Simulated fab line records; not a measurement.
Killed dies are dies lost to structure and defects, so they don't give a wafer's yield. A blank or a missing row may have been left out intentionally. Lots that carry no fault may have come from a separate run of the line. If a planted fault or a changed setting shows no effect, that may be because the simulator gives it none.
Chamber matching ; flow gf180mcu ; GF_STI_ETCH_14 on rie-si-01 has 4 sister chambers
The step etches Si in HBr/Cl2/O2, target depth 360 nm, time 102.9 s. 8 wafers are shown with their chamber, then 9 later ones without.

## WAFERS WITH THEIR CHAMBER
wafer;chamber;drypump-motor-current-A (A);O2_flow_sccm (sccm)
L856.4;1;5.81;5.981
L856.6;2;5.28;6.013
L861.2;2;5.27;6.015
L861.3;3;5.28;6.003
L861.6;0;5.62;6.032
L862.2;0;5.60;6.007
L862.4;1;5.80;5.995
L862.6;3;5.31;5.999

## WAFERS MISSING THEIR CHAMBER
wafer;drypump-motor-current-A (A);O2_flow_sccm (sccm)
L863.1;5.28;6.013
L863.2;5.30;6.009
L863.6;5.80;6.007
L866.1;5.62;5.999
L866.3;5.27;6.018
L866.4;5.80;6.020
L868.1;5.27;5.969
L868.3;5.63;6.008
L868.6;5.28;6.017

## EACH ONE'S CHAMBER
wafer;from the rows above;in truth
L863.1;can't be placed: 2 or 3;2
L863.2;can't be placed: 3 or 2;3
L863.6;1;1
L866.1;0;0
L866.3;can't be placed: 2 or 3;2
L866.4;1;1
L868.1;can't be placed: 3 or 2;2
L868.3;0;0
L868.6;can't be placed: 2 or 3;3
Correct placement for 4 of the 9. Unplaceable from these rows: 5, with the true chamber sitting among the candidates in 5. Number placed wrongly: 0.
How it was worked out, from the rows above alone: a wafer's distance from a chamber is the root of the sum, over the readings, of the square of ((its reading less the chamber's mean) divided by the reading's scatter). The wafer belongs to the nearest chamber; if the next one is less than 2 further off, it can't be placed. For every chamber, the mean is computed from those of its wafers that are shown. How the scatter is found: for the shown wafers, subtract from each reading the mean of its chamber, square and add these, divide the total by (wafers less chambers), then take the root.
